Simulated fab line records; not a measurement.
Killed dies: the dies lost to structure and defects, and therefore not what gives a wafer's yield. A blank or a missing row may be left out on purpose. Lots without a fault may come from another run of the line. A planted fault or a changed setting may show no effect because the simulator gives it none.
What tool caused it? :: flow gf180mcu :: 13 lots, 39 wafers sampled, at 4 steps of a route of 602

WHAT THE GAUGES READ, wafer by wafer
GF_POLY_GATE_THK_MEAS_17. Usual: POLY_GATE_OXIDATION_THK 3.99 nm, standard deviation 0.066.
lot: L989
measured: day 9 11:49
on: film metro-03
POLY_GATE_OXIDATION_THK (nm): 4.00 4.00 4.01
flag: 

lot: L990
measured: day 9 19:48
on: film metro-04
POLY_GATE_OXIDATION_THK (nm): 3.86 3.91 3.79
flag: 

lot: L991
measured: day 10 07:05
on: film metro-04
POLY_GATE_OXIDATION_THK (nm): 3.99 3.98 4.05
flag: 

lot: L992
measured: day 10 13:13
on: film metro-03
POLY_GATE_OXIDATION_THK (nm): 3.98 4.06 4.05
flag: 

lot: L993
measured: day 10 13:35
on: film metro-02
POLY_GATE_OXIDATION_THK (nm): 4.00 4.03 4.14
flag: 

lot: L995
measured: day 11 07:30
on: film metro-04
POLY_GATE_OXIDATION_THK (nm): 4.04 4.04 3.95
flag: 

lot: L996
measured: day 11 14:49
on: film metro-02
POLY_GATE_OXIDATION_THK (nm): 3.80 3.84 3.91
flag: 

lot: L999
measured: day 12 12:25
on: film metro-02
POLY_GATE_OXIDATION_THK (nm): 3.91 4.01 3.96
flag: 

lot: L100
measured: day 12 16:22
on: film metro-03
POLY_GATE_OXIDATION_THK (nm): 4.04 3.96 3.96
flag: 

lot: L102
measured: day 13 13:18
on: film metro-04
POLY_GATE_OXIDATION_THK (nm): 3.97 4.12 4.02
flag: 

lot: L105
measured: day 14 03:28
on: film metro-04
POLY_GATE_OXIDATION_THK (nm): 3.99 3.96 4.07
flag: 

lot: L106
measured: day 14 14:54
on: film metro-03
POLY_GATE_OXIDATION_THK (nm): 4.07 3.92 3.99
flag: 

lot: L109
measured: day 15 12:34
on: film metro-03
POLY_GATE_OXIDATION_THK (nm): 4.11 4.11 4.09
flag: 

GF_SAB_THK_MEAS_01. Usual: SAB_CVD_00_THK 50.0 nm, standard deviation 0.64.
lot: L989
measured: day 14 11:11
on: film metro-02
SAB_CVD_00_THK (nm): 50.7 51.1 50.6
flag: 

lot: L990
measured: day 14 21:02
on: film metro-01
SAB_CVD_00_THK (nm): 49.4 49.6 50.2
flag: 

lot: L991
measured: day 15 10:51
on: film metro-03
SAB_CVD_00_THK (nm): 49.2 49.5 49.6
flag: 

lot: L992
measured: day 15 17:17
on: film metro-02
SAB_CVD_00_THK (nm): 49.4 50.7 50.3
flag: 

lot: L993
measured: day 15 19:10
on: film metro-02
SAB_CVD_00_THK (nm): 48.9 50.1 49.8
flag: 

lot: L995
measured: day 16 16:11
on: film metro-02
SAB_CVD_00_THK (nm): 49.7 50.1 50.2
flag: 

lot: L996
measured: day 16 22:08
on: film metro-02
SAB_CVD_00_THK (nm): 50.7 50.3 50.5
flag: 

lot: L999
measured: day 17 23:19
on: film metro-03
SAB_CVD_00_THK (nm): 49.8 50.3 50.5
flag: 

lot: L100
measured: day 18 06:17
on: film metro-03
SAB_CVD_00_THK (nm): 50.0 50.8 51.0
flag: 

lot: L102
measured: day 19 07:56
on: film metro-01
SAB_CVD_00_THK (nm): 50.1 49.1 50.5
flag: 

lot: L105
measured: day 20 01:12
on: film metro-01
SAB_CVD_00_THK (nm): 49.4 49.0 50.1
flag: 

lot: L106
measured: day 20 13:31
on: film metro-02
SAB_CVD_00_THK (nm): 48.7 49.2 49.4
flag: 

lot: L109
measured: day 21 16:05
on: film metro-02
SAB_CVD_00_THK (nm): 48.7 63.8 65.3
flag: OFF

WHICH TOOL RAN EACH LOT (tool, then ch and the chambers of the sampled wafers, then the start)
lot: L989
GF_STI_ETCH_14: rie si-01 ch 1,2, day 2 05:44
GF_SAB_CVD_00: pecvd-02 ch 0,1,2, day 14 11:09

lot: L990
GF_STI_ETCH_14: rie si-01 ch 0,1,2, day 2 11:09
GF_SAB_CVD_00: pecvd-03 ch 0,2, day 14 21:02

lot: L991
GF_STI_ETCH_14: rie si-02 ch 0,1,2, day 2 17:48
GF_SAB_CVD_00: pecvd-03 ch 0,1, day 15 10:50

lot: L992
GF_STI_ETCH_14: rie si-01 ch 2,3, day 2 21:38
GF_SAB_CVD_00: pecvd-03 ch 1,2, day 15 17:16

lot: L993
GF_STI_ETCH_14: rie si-01 ch 0,1,2, day 3 02:24
GF_SAB_CVD_00: pecvd-02 ch 0,2, day 15 19:08

lot: L995
GF_STI_ETCH_14: rie si-01 ch 0,1, day 3 13:46
GF_SAB_CVD_00: pecvd-01 ch 0,1, day 16 16:10

lot: L996
GF_STI_ETCH_14: rie si-02 ch 1,2,3, day 3 18:41
GF_SAB_CVD_00: pecvd-01 ch 0,2, day 16 22:07

lot: L999
GF_STI_ETCH_14: rie si-02 ch 0,1,3, day 4 10:15
GF_SAB_CVD_00: pecvd-03 ch 0,1, day 17 23:16

lot: L100
GF_STI_ETCH_14: rie si-01 ch 2,3, day 4 15:02
GF_SAB_CVD_00: pecvd-01 ch 0,2, day 18 06:16

lot: L102
GF_STI_ETCH_14: rie si-01 ch 1,2,3, day 5 02:12
GF_SAB_CVD_00: pecvd-02 ch 0,1,2, day 19 07:55

lot: L105
GF_STI_ETCH_14: rie si-02 ch 1,2,3, day 5 17:19
GF_SAB_CVD_00: pecvd-02 ch 0,1,2, day 20 01:10

lot: L106
GF_STI_ETCH_14: rie si-02 ch 0,1, day 5 22:53
GF_SAB_CVD_00: pecvd-02 ch 0,1, day 20 13:30

lot: L109
GF_STI_ETCH_14: rie si-01 ch 0,3, day 6 13:23
GF_SAB_CVD_00: pecvd-02 ch 0,2, day 21 16:04
- GF_STI_ETCH_14: etches Si in HBr/Cl2/O2, target depth 360 nm, time 102.9 s.
- GF_SAB_CVD_00: deposits SiO2 from TEOS, target thk 50 nm, time 4.9302 s.

AS READ BY THE TOOLS THEMSELVES (means over the sampled wafers that have a number; for cases with no such wafer, the mark the record gives instead)
GF_STI_ETCH_14. Usual: drypump motor current A 5.8 A, standard deviation 0.52; oes product au 1.001 a.u., standard deviation 0.0067; throttle valve pct 25.656 %, standard deviation 0.0088.
lot: L989
tool: rie si-01
drypump motor current A (A): 6.1
oes product au (a.u.): 0.993
throttle valve pct (%): 25.660
flag: 

lot: L990
tool: rie si-01
drypump motor current A (A): 6.0
oes product au (a.u.): 1.000
throttle valve pct (%): 25.659
flag: 

lot: L991
tool: rie si-02
drypump motor current A (A): 5.8
oes product au (a.u.): 0.989
throttle valve pct (%): 25.661
flag: 

lot: L992
tool: rie si-01
drypump motor current A (A): 5.4
oes product au (a.u.): 1.000
throttle valve pct (%): 25.655
flag: 

lot: L993
tool: rie si-01
drypump motor current A (A): 6.0
oes product au (a.u.): 1.001
throttle valve pct (%): 25.650
flag: 

lot: L995
tool: rie si-01
drypump motor current A (A): 6.6
oes product au (a.u.): 0.991
throttle valve pct (%): 25.657
flag: 

lot: L996
tool: rie si-02
drypump motor current A (A): 5.7
oes product au (a.u.): 1.002
throttle valve pct (%): 25.654
flag: 

lot: L999
tool: rie si-02
drypump motor current A (A): 5.7
oes product au (a.u.): 1.003
throttle valve pct (%): 25.648
flag: 

lot: L100
tool: rie si-01
drypump motor current A (A): 5.2
oes product au (a.u.): 1.006
throttle valve pct (%): 25.647
flag: 

lot: L102
tool: rie si-01
drypump motor current A (A): 5.7
oes product au (a.u.): 1.009
throttle valve pct (%): 25.654
flag: 

lot: L105
tool: rie si-02
drypump motor current A (A): 5.8
oes product au (a.u.): 0.997
throttle valve pct (%): 25.661
flag: 

lot: L106
tool: rie si-02
drypump motor current A (A): 5.8
oes product au (a.u.): 0.994
throttle valve pct (%): 25.657
flag: 

lot: L109
tool: rie si-01
drypump motor current A (A): 6.1
oes product au (a.u.): 1.009
throttle valve pct (%): 25.652
flag: 

GF_SAB_CVD_00. Usual: heater power w at 626 W, with a standard deviation of 89.
lot: L989
tool: pecvd-02
heater power w (W): 595
flag: 

lot: L990
tool: pecvd-03
heater power w (W): 679
flag: 

lot: L991
tool: pecvd-03
heater power w (W): 787
flag: 

lot: L992
tool: pecvd-03
heater power w (W): 658
flag: 

lot: L993
tool: pecvd-02
heater power w (W): 602
flag: 

lot: L995
tool: pecvd-01
heater power w (W): 717
flag: 

lot: L996
tool: pecvd-01
heater power w (W): 579
flag: 

lot: L999
tool: pecvd-03
heater power w (W): 776
flag: 

lot: L100
tool: pecvd-01
heater power w (W): 677
flag: 

lot: L102
tool: pecvd-02
heater power w (W): 571
flag: 

lot: L105
tool: pecvd-02
heater power w (W): 577
flag: 

lot: L106
tool: pecvd-02
heater power w (W): 596
flag: 

lot: L109
tool: pecvd-02
heater power w (W): 549
flag: 

THE ANSWER, worked out from the rows above alone
Rule: lot off if the mean of its wafers having a number is beyond 3 standard deviations from the usual mean. A lot without any number at a reading at which 4 lots or more have one is off too. All remaining lots with rows at the step are treated as sound. First the gauges in route order, then the tools' own readings, where a lot's mean is used as printed above. At the first step where some lot is off, the reading lying furthest off is the one used; lots without a number count as furthest.
Off: L109, seen at GF_SAB_THK_MEAS_01 (SAB_CVD_00_THK).
If a tool, at a process step before that reading, ran all the lots that are off and no sound lot after the first of them, it fits. Those tools and the gauges at GF_SAB_THK_MEAS_01 are tried in the same way. Can't be told from this: 3 tools fit, rie si-01 at GF_STI_ETCH_14, pecvd-02 at GF_SAB_CVD_00, film metro-02 at GF_SAB_THK_MEAS_01.

WHAT THE SIMULATOR HAD PUT IN
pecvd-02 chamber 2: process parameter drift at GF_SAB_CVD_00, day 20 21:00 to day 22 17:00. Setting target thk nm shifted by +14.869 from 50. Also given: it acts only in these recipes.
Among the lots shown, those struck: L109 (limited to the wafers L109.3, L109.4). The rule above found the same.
